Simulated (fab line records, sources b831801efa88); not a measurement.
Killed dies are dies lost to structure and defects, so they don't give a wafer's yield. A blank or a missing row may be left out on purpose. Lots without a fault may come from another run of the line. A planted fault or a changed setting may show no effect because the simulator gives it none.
Which tool did it? | flow gf180mcu | 7 lots, 21 wafers sampled, at 2 steps of a route of 602

WHAT THE GAUGES READ, wafer by wafer
GF_HV_LDD_TW_MEAS_38.
lot  | measured     | on            | HV_LDD_3_TW
L853 | day 11 18:24 | film_metro-04 | 1459 1456 1461
L855 | day 12 12:50 | film_metro-02 | 1433 1435 1432
L857 | day 13 17:33 | film_metro-02 | 1431 1428 1430
L859 | day 14 00:55 | film_metro-04 | 1448 1450 1446
L862 | day 14 23:10 | film_metro-01 | 30 30 30
L872 | day 18 05:00 | film_metro-04 | 1457 1454 1458
L874 | day 18 18:35 | film_metro-01 | 1436 1437 1442

WHICH TOOL RAN EACH LOT (tool, then ch and the chambers of the sampled wafers, then the start)
lot  | GF_HV_LDD_DEVELOP_30
L853 | litho_track-04 ch 0, day 11 17:25
L855 | litho_track-03 ch 0, day 12 11:50
L857 | litho_track-01 ch 0, day 13 16:32
L859 | litho_track-01 ch 0, day 13 23:55
L862 | litho_track-01 ch 0, day 14 22:10
L872 | litho_track-01 ch 0, day 18 03:59
L874 | litho_track-04 ch 0, day 18 17:35
- GF_HV_LDD_DEVELOP_30: develop time 60 s.

THE ANSWER, worked out from the rows above alone
Rule: what is usual is taken from the lots themselves. Put in order of their means at a reading, lots are off if they are a third of the lots or fewer, leave a main group of 4 or more, and stand apart from it by a gap of 3 or more times the standard deviation of the main group's means; of several such gaps the widest counts. A main group whose means are all the same, to the digits that the tables above print for the reading, isn't used. A lot without any number at a reading at which 4 lots or more have one is off too. The other lots that the step has rows for count as sound.
Off: L862, at GF_HV_LDD_TW_MEAS_38 (HV_LDD_3_TW). The main group: mean 1444, standard deviation 11.
A tool fits if, at a process step before that reading, it ran every lot that is off, and no sound lot after the first of them. The gauges at GF_HV_LDD_TW_MEAS_38 are tried like those tools. None of those tried fits.

WHAT THE SIMULATOR HAD PUT IN
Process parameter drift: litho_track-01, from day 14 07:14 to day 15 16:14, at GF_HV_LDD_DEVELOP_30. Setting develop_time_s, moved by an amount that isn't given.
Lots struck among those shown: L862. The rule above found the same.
